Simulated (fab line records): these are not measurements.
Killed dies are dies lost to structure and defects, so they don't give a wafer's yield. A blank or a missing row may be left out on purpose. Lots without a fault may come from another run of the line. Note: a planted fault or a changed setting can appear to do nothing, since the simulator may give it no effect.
Chamber matching -- flow gf180mcu -- GF_V5_CMP_04 on cmp-01 has 4 sister chambers
The step polishes SiO2. 4 wafers are shown with their chamber, then 8 later ones without.

## WAFERS WITH THEIR CHAMBER
wafer,chamber,motor_current_A (A)
L642.5,1,11.5
L649.2,3,10.7
L649.6,0,11.0
L650.1,2,12.3

## WAFERS WHOSE CHAMBER IS MISSING
wafer,motor_current_A (A)
L650.3,11.1
L650.5,11.7
L651.2,11.0
L651.4,12.3
L651.6,11.7
L652.1,10.8
L652.4,11.9
L652.5,12.9

## EACH ONE'S CHAMBER
wafer,from the rows above,in truth
L650.3,can't be placed: 0 or 1 or 3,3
L650.5,can't be placed: 1 or 2 or 0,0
L651.2,can't be placed: 0 or 3 or 1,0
L651.4,2,2
L651.6,can't be placed: 1 or 2 or 0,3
L652.1,can't be placed: 3 or 0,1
L652.4,can't be placed: 1 or 2 or 0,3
L652.5,2,2
Correct placement for 2 of the 8. Unplaceable from these rows: 6, with the true chamber sitting among the candidates in 3. 0 placed wrongly.
How it was worked out, from the rows above alone: a wafer's distance from a chamber is the root of the sum, over the readings, of the square of ((its reading less the chamber's mean) divided by the reading's scatter). The wafer belongs to the nearest chamber; if the next one is less than 2 further off, it can't be placed. For every chamber, the mean is computed from those of its wafers that are shown. The scatter: root of mean squared gap, hidden wafer to nearest shown wafer, with one shown wafer a chamber.
